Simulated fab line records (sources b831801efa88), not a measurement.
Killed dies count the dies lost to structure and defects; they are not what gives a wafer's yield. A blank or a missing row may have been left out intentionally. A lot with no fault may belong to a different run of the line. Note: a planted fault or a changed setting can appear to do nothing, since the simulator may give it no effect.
One fault through the eyes of 2 desks	flow sky130	numbers are kept per desk, each desk with only its own; the story behind them comes last

## DESK OF THE TOOL OWNER: plasma asher-02
The tool's own readings at SKY_METAL2_STRIP_20 (strips in O2/N2): means of the sampled wafers that have a number, for each lot that ran on this tool. Marked OUT: a lot whose mean sits more than 4 standard deviations from the usual mean, which makes it out of limits; the brackets give that distance.
Columns: A = drypump motor current A at SKY_METAL2_STRIP_20, usual 5.8 A; B = n2 flow sccm at SKY_METAL2_STRIP_20, usual 300.0 sccm; C = oes product au at SKY_METAL2_STRIP_20, usual 0.343 a.u.; D = strip time to endpoint s at SKY_METAL2_STRIP_20, usual 2.69 s
lot	first seen here	A	B	C	D
L901	day 35 15:40	5.9	300.9	0.349	2.68
L902	day 35 19:07	5.7	299.8	0.340	2.59
L906	day 37 00:37	5.9	299.7	0.336	2.60
L909	day 38 08:59	5.9	300.6	0.345	2.72
L911	day 38 21:22	6.1	299.6	0.351	2.80
L920	day 42 02:34	5.5	299.6	0.343	2.73
L923	day 42 13:07	5.9	300.4	0.341	2.69
L922	day 42 16:13	5.7	299.0	0.345	2.75
This desk found nothing out of limits on any of the 8 lots.

## THE METROLOGY DESK
What the gauges read for every lot (on any tool): the sampled wafers with a number, averaged. Marked OUT: a lot whose mean sits more than 4 standard deviations from the usual mean, which makes it out of limits; the brackets give that distance.
Columns: A = cd nm at SKY_VIA1_CD_MEAS_12, usual 149.4 nm
lot	first seen here	A
L901	day 34 11:40	149.3
L902	day 34 14:56	147.9
L903	day 34 20:17	148.6
L906	day 35 20:54	147.3
L907	day 36 12:02	150.2
L909	day 37 05:03	151.6
L911	day 37 18:13	150.7
L920	day 41 00:47	150.3
L923	day 41 11:44	152.2
L922	day 41 14:22	148.3
L921	day 41 17:57	150.5
This desk found nothing out of limits on any of the 11 lots.

## ALL TOGETHER
The desk of the tool owner found nothing out of limits.
The metrology desk saw nothing out of limits.

## WHAT WAS PUT IN BY THE SIMULATOR
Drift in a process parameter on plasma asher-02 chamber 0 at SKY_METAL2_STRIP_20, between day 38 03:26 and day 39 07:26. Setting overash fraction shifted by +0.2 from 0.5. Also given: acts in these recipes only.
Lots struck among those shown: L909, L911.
